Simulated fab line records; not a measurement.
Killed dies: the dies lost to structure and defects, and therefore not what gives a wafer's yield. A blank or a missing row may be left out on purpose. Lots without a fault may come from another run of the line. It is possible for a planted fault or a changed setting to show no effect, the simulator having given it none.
Matching of chambers | flow sky130 | SKY_METAL4_ETCH_17 on rie diel-03 has 4 sister chambers
The step etches SiO2 in C4F8/O2/Ar, stops on TiN, time 3.9 s, target depth 15 nm. 14 wafers are shown with their chamber, then 7 later ones without.

## WAFERS, EACH WITH ITS CHAMBER
wafer  | chamber | oes product au (a.u.)
L114.2 | 3       | 0.751
L114.4 | 0       | 0.751
L114.6 | 3       | 0.753
L116.1 | 2       | 0.747
L116.2 | 3       | 0.758
L116.5 | 0       | 0.760
L117.1 | 3       | 0.762
L117.2 | 2       | 0.747
L117.6 | 3       | 0.763
L127.1 | 0       | 0.766
L127.3 | 2       | 0.756
L127.4 | 1       | 0.755
L129.1 | 3       | 0.741
L129.3 | 2       | 0.759

SIGNATURES (means of the wafers above)
reading        | chamber 0 | chamber 1 | chamber 2 | chamber 3 | scatter within a chamber
oes product au | 0.75900   | 0.75500   | 0.75225   | 0.75467   | 0.00752
Rule: a wafer's distance from a chamber is the root of the sum, over the readings, of the square of ((its reading less the chamber's mean) divided by the reading's scatter). If the next closest chamber is less than 2 further off than the closest, the wafer can't be placed; otherwise it belongs to the closest. The scatter: the root of (the sum of the squares of (reading less its chamber's mean) over the shown wafers, divided by (wafers less chambers)).

## WAFERS WHOSE CHAMBER IS MISSING
wafer  | oes product au (a.u.)
L129.5 | 0.759
L128.3 | 0.752
L128.4 | 0.767
L128.5 | 0.769
L133.1 | 0.754
L133.3 | 0.759
L133.5 | 0.762

## CHAMBER TAKEN BY EACH
wafer  | from the rows above               | in truth
L129.5 | can't be placed: 0 or 1 or 3 or 2 | 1
L128.3 | can't be placed: 2 or 3 or 1 or 0 | 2
L128.4 | can't be placed: 0 or 1 or 3 or 2 | 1
L128.5 | can't be placed: 0 or 1 or 3 or 2 | 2
L133.1 | can't be placed: 3 or 1 or 2 or 0 | 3
L133.3 | can't be placed: 0 or 1 or 3 or 2 | 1
L133.5 | can't be placed: 0 or 1 or 3 or 2 | 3
Correctly placed: 0 of 7. These rows do not allow placing 7 (true chamber among the candidates in 7). Number placed wrongly: 0.
